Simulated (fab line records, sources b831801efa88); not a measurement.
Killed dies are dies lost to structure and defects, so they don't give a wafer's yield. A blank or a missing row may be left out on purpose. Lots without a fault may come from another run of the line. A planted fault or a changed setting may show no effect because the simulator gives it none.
One fault seen from 2 desks | flow gf180mcu | each desk has only its own numbers; what lay behind them comes last

THE METROLOGY DESK
What the gauges read, lot by lot, whatever tool the lot ran on: means of the sampled wafers that have a number. A lot is out of limits, marked OUT, if its mean lies more than 4 standard deviations from the usual mean; the brackets give that distance.
Columns: A = V5_BOW at GF_V5_BOW_MEAS_05, usual 132 um; B = PASSIVATION_CVD_00_THK at GF_PASSIVATION_THK_MEAS_01, usual 1002 nm
lot  | first seen here | A   | B
L362 | day 26 05:02    | 138 | 982
L363 | day 27 07:24    | 138 | 1002
L365 | day 27 20:56    | 130 | 999
L366 | day 28 11:14    | 153 | 998
L368 | day 28 19:35    | 129 | 1009
L367 | day 29 03:20    | 135 | 1002
L369 | day 29 07:42    | 119 | 1010
L370 | day 29 08:39    | 146 | 1007
L371 | day 29 15:23    | 134 | 991
L372 | day 30 00:37    | 132 | 1019
L374 | day 30 12:12    | 106 | 993
L376 | day 31 05:52    | 130 | 1004
L381 | day 32 10:11    | 138 | 1012
This desk's finding: nothing out of limits on any of the 13 lots.

THE TOOL OWNER'S DESK: pvd_sputter-01
The tool's own readings at GF_V4_SPUTTER_22 (material TiN, target thk 10 nm, time 40 s): means of the sampled wafers that have a number, for each lot that ran on this tool. A lot is out of limits, marked OUT, if its mean lies more than 4 standard deviations from the usual mean; the brackets give that distance.
Columns: A = chamber_pressure_pa at GF_V4_SPUTTER_22, usual 4.999 Pa; B = throttle_valve_pct at GF_V4_SPUTTER_22, usual 30.0 %
lot  | first seen here | A     | B
L365 | day 26 01:58    | 4.997 | 30.7
L366 | day 26 16:06    | 4.997 | 30.6
L367 | day 27 09:17    | 5.002 | 30.6
L369 | day 27 13:09    | 4.992 | 29.9
L372 | day 28 09:04    | 5.001 | 30.5
L376 | day 29 14:09    | 5.000 | 30.1
L381 | day 30 21:53    | 4.992 | 30.2
This desk's finding: nothing out of limits on any of the 7 lots.

PUT TOGETHER
The metrology desk saw nothing out of limits.
The tool owner's desk saw nothing out of limits.

WHAT THE SIMULATOR HAD PUT IN
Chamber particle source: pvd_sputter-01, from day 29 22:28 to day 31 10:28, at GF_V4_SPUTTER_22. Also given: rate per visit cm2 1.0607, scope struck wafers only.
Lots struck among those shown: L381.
